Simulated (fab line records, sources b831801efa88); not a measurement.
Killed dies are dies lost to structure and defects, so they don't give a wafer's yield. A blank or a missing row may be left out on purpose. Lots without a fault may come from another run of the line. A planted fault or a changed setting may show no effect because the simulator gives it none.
fab line records | flow sky130 | part 2 of 2: steps 29 to 39 of 39
record lots=5 wafers=15 last_day=49
route steps=708 shown RES_PROTECT@214 POLY_GATE@217 LDD_N@237
lots that met no fault: from a run of the same line without faults
start_h: hours from the record's first day to the start of the lot's first wafer shown | wait_h: hours since the lot's step before | " the same as in the row above | L1.1+2: a row that stands for several wafers | - no value, or no start given | * or withheld: withheld | < > ~ a bound
route shown NAME@n: a module of which the file shows steps, and the number in the route of the first | usual: mean/standard deviation of fault-free wafers | same: alike in all rows | chamber/n: place in a boat | sites: the reading at each site | _std_site: their standard deviation | _edge_site: outer sites' mean less inner sites' | radius_mm: how far each site lies from the wafer's centre | mask NAME#n: copy n | behind: the tool/chamber that last shaped the wafer | hold: why the lot was held/for how many hours/how that ended | device: the transistor (n, p or np) that didn't switch | end of line: the same wafers' tests at the end of the route | a step without rows: its recipe alone | killed: dies lost to structure and defects at the first sort, not the wafer's yield | map: a wafer's dies, x killed, . not, _ none there
set.NAME: the setting as run; set.NAME@STEP: as run at that earlier step | model.NAME: the simulator's own value behind a step, which no gauge read
lots at some steps of the route; a table a step, a row a wafer
services: from which hour (start_h, from the record's first day; less than 0 if before it) a tool's chamber was out of use, for how many hours, and why
## steps
# step SKY_LDD_N_PEB_05
# recipe temp_c=withheld time_s=* resist=NOVOLAK
# same time_s=*
# columns lot.wafer tool chamber start_h wait_h
L074.1+4+6 litho_track-04 0 - -
L081.1+3+5 litho_track-01 0 - -
L086.3+5+6 litho_track-04 0 - -
L089.1+3+6 litho_track-01 0 - -
L090.3+4+5 litho_track-04 0 - -
# step SKY_LDD_N_DEVELOP_06
# recipe develop_time_s=60 dev_temp_c=23
# columns lot.wafer tool chamber start_h wait_h
L074.1+4+6 litho_track-04 0 394.76 0.1
L081.1+3+5 litho_track-01 0 465.17 0.1
L086.3+5+6 litho_track-04 0 510.91 0.1
L089.1+3+6 litho_track-01 0 527.07 0.1
L090.3+4+5 litho_track-04 0 538.11 0.1
# step SKY_LDD_N_OVL_MEAS_07
# usual LDD_N_OVL=-0.3/1.3
# columns lot.wafer tool chamber start_h wait_h LDD_N_OVL[nm]
L074.1 overlay-01 - 394.91 0.1 0.8
L074.4 " - " " 0.6
L074.6 " - " " -0.7
L081.1 overlay-01 - 465.32 0.1 -0.5
L081.3 " - " " 0.1
L081.5 " - " " 1.4
L086.3 overlay-01 - 511.02 0.1 -1.9
L086.5 " - " " -0.3
L086.6 " - " " -1.4
L089.1 overlay-02 - 527.22 0.1 -1.4
L089.3 " - " " -2.7
L089.6 " - " " -1.6
L090.3 overlay-02 - 538.22 0.1 -0.9
L090.4 " - " " -0.8
L090.5 " - " " -0.3
# step SKY_LDD_N_IMPLANT_08
# recipe species=As energy_kev=20 dose_cm2=7.5e+13 tilt_deg=withheld rotation_deg=23
# usual faraday_current_uA=423/9.5
# columns lot.wafer tool chamber start_h wait_h faraday_current_uA
L074.1 implanter-01 0 394.95 0.0 419
L074.4 " 0 " " 409
L074.6 " 0 " " 427
L081.1 implanter-03 0 465.36 0.0 424
L081.3 " 0 " " 426
L081.5 " 0 " " 444
L086.3 implanter-03 0 511.10 0.1 418
L086.5 " 0 " " 420
L086.6 " 0 " " 421
L089.1 implanter-02 0 527.25 0.0 429
L089.3 " 0 " " 433
L089.6 " 0 " " 436
L090.3 implanter-01 0 538.30 0.1 419
L090.4 " 0 " " 429
L090.5 " 0 " " 422
# step SKY_LDD_N_IMPLANT_09
# recipe species=As energy_kev=20 dose_cm2=7.5e+13 tilt_deg=withheld rotation_deg=113
# usual faraday_current_uA=423/8.4
# columns lot.wafer tool chamber start_h wait_h faraday_current_uA
L074.1 implanter-01 0 395.10 0.1 418
L074.4 " 0 " " 419
L074.6 " 0 " " 432
L081.1 implanter-03 0 465.51 0.1 431
L081.3 " 0 " " 421
L081.5 " 0 " " 432
L086.3 implanter-03 0 511.25 0.1 429
L086.5 " 0 " " 406
L086.6 " 0 " " 420
L089.1 implanter-02 0 527.40 0.1 438
L089.3 " 0 " " 434
L089.6 " 0 " " 419
L090.3 implanter-01 0 538.45 0.1 422
L090.4 " 0 " " 423
L090.5 " 0 " " 405
# step SKY_LDD_N_IMPLANT_10
# recipe species=As energy_kev=20 dose_cm2=7.5e+13 tilt_deg=withheld rotation_deg=203
# usual faraday_current_uA=424/8.9
# columns lot.wafer tool chamber start_h wait_h faraday_current_uA
L074.1 implanter-01 0 395.25 0.1 419
L074.4 " 0 " " 438
L074.6 " 0 " " 417
L081.1 implanter-03 0 465.66 0.1 413
L081.3 " 0 " " 436
L081.5 " 0 " " 425
L086.3 implanter-03 0 511.40 0.1 426
L086.5 " 0 " " 402
L086.6 " 0 " " 413
L089.1 implanter-02 0 527.55 0.1 447
L089.3 " 0 " " 437
L089.6 " 0 " " 423
L090.3 implanter-01 0 538.60 0.1 426
L090.4 " 0 " " 420
L090.5 " 0 " " 424
# step SKY_LDD_N_IMPLANT_11
# recipe species=As energy_kev=20 dose_cm2=7.5e+13 tilt_deg=withheld rotation_deg=293
# usual faraday_current_uA=424/8.4
# columns lot.wafer tool chamber start_h wait_h faraday_current_uA
L074.1 implanter-01 0 395.40 0.1 427
L074.4 " 0 " " 427
L074.6 " 0 " " 430
L081.1 implanter-03 0 465.81 0.1 408
L081.3 " 0 " " 435
L081.5 " 0 " " 409
L086.3 implanter-03 0 511.55 0.1 423
L086.5 " 0 " " 433
L086.6 " 0 " " 419
L089.1 implanter-02 0 527.70 0.1 421
L089.3 " 0 " " 412
L089.6 " 0 " " 422
L090.3 implanter-01 0 538.75 0.1 432
L090.4 " 0 " " 427
L090.5 " 0 " " 427
# step SKY_LDD_N_IMPLANT_12
# recipe species=BF2 energy_kev=50 dose_cm2=5e+12 tilt_deg=30 rotation_deg=0
# usual faraday_current_uA=28.1/0.54
# columns lot.wafer tool chamber start_h wait_h faraday_current_uA
L074.1 implanter-01 0 395.55 0.1 27.8
L074.4 " 0 " " 28.7
L074.6 " 0 " " 27.5
L081.1 implanter-03 0 465.96 0.1 27.9
L081.3 " 0 " " 28.6
L081.5 " 0 " " 28.6
L086.3 implanter-03 0 511.70 0.1 29.1
L086.5 " 0 " " 28.1
L086.6 " 0 " " 29.2
L089.1 implanter-02 0 527.85 0.1 28.3
L089.3 " 0 " " 27.7
L089.6 " 0 " " 28.6
L090.3 implanter-01 0 538.90 0.1 27.9
L090.4 " 0 " " 28.1
L090.5 " 0 " " 27.7
# step SKY_LDD_N_IMPLANT_13
# recipe species=BF2 energy_kev=50 dose_cm2=5e+12 tilt_deg=30 rotation_deg=90
# usual faraday_current_uA=28.2/0.51
# columns lot.wafer tool chamber start_h wait_h faraday_current_uA
L074.1 implanter-01 0 395.70 0.1 28.4
L074.4 " 0 " " 28.0
L074.6 " 0 " " 27.9
L081.1 implanter-03 0 466.11 0.1 28.6
L081.3 " 0 " " 28.2
L081.5 " 0 " " 28.1
L086.3 implanter-03 0 511.85 0.1 28.1
L086.5 " 0 " " 27.7
L086.6 " 0 " " 27.8
L089.1 implanter-02 0 528.00 0.1 27.5
L089.3 " 0 " " 28.4
L089.6 " 0 " " 28.8
L090.3 implanter-01 0 539.05 0.1 28.0
L090.4 " 0 " " 28.4
L090.5 " 0 " " 27.5
# step SKY_LDD_N_IMPLANT_14
# recipe species=BF2 energy_kev=50 dose_cm2=5e+12 tilt_deg=30 rotation_deg=180
# usual faraday_current_uA=28.1/0.59
# columns lot.wafer tool chamber start_h wait_h faraday_current_uA
L074.1 implanter-01 0 395.85 0.1 29.4
L074.4 " 0 " " 27.9
L074.6 " 0 " " 28.6
L081.1 implanter-03 0 466.26 0.1 26.9
L081.3 " 0 " " 27.5
L081.5 " 0 " " 27.5
L086.3 implanter-03 0 512.00 0.1 28.9
L086.5 " 0 " " 28.3
L086.6 " 0 " " 28.7
L089.1 implanter-02 0 528.15 0.1 28.6
L089.3 " 0 " " 27.1
L089.6 " 0 " " 28.7
L090.3 implanter-01 0 539.20 0.1 28.0
L090.4 " 0 " " 27.9
L090.5 " 0 " " 28.1
# step SKY_LDD_N_IMPLANT_15
# recipe species=BF2 energy_kev=50 dose_cm2=5e+12 tilt_deg=30 rotation_deg=270
# usual faraday_current_uA=28.2/0.58
# columns lot.wafer tool chamber start_h wait_h faraday_current_uA
L074.1 implanter-01 0 396.00 0.1 28.4
L074.4 " 0 " " 28.4
L074.6 " 0 " " 27.8
L081.1 implanter-03 0 466.41 0.1 28.1
L081.3 " 0 " " 28.2
L081.5 " 0 " " 28.2
L086.3 implanter-03 0 512.15 0.1 27.8
L086.5 " 0 " " 27.4
L086.6 " 0 " " 27.9
L089.1 implanter-02 0 528.30 0.1 27.7
L089.3 " 0 " " 28.0
L089.6 " 0 " " 27.6
L090.3 implanter-01 0 539.35 0.1 28.6
L090.4 " 0 " " 28.1
L090.5 " 0 " " 29.2
## services
# columns tool chamber start_h hours kind
rie_si-01 2 313.42 10.4 repair
iline_stepper-01 - 318.97 2.1 pm
implanter-02 - 328.57 2.3 repair
implanter-01 - 333.38 3.3 pm
krf_scanner-02 - 352.80 1.3 pm
implanter-02 - 355.50 4.1 pm
implanter-01 - 356.40 1.5 repair
implanter-03 - 362.47 46.4 pm
furnace-01 - 373.99 5.4 pm
furnace-01 - 388.64 3.1 pm
krf_scanner-02 - 389.64 1.0 pm
krf_scanner-02 - 391.67 0.7 repair
rie_diel-02 1 408.44 15.8 repair
implanter-03 - 409.95 3.0 repair
krf_scanner-02 - 418.12 0.8 pm
implanter-03 - 439.04 1.3 repair
iline_stepper-01 - 444.58 1.2 repair
rie_si-01 - 446.31 31.6 repair
implanter-02 - 454.38 13.7 pm
implanter-01 - 484.08 1.9 repair
implanter-03 - 487.36 4.8 pm
rie_diel-02 2 500.01 72.1 repair
plasma_asher-02 - 514.95 0.7 repair
rie_diel-02 - 516.80 2.8 pm
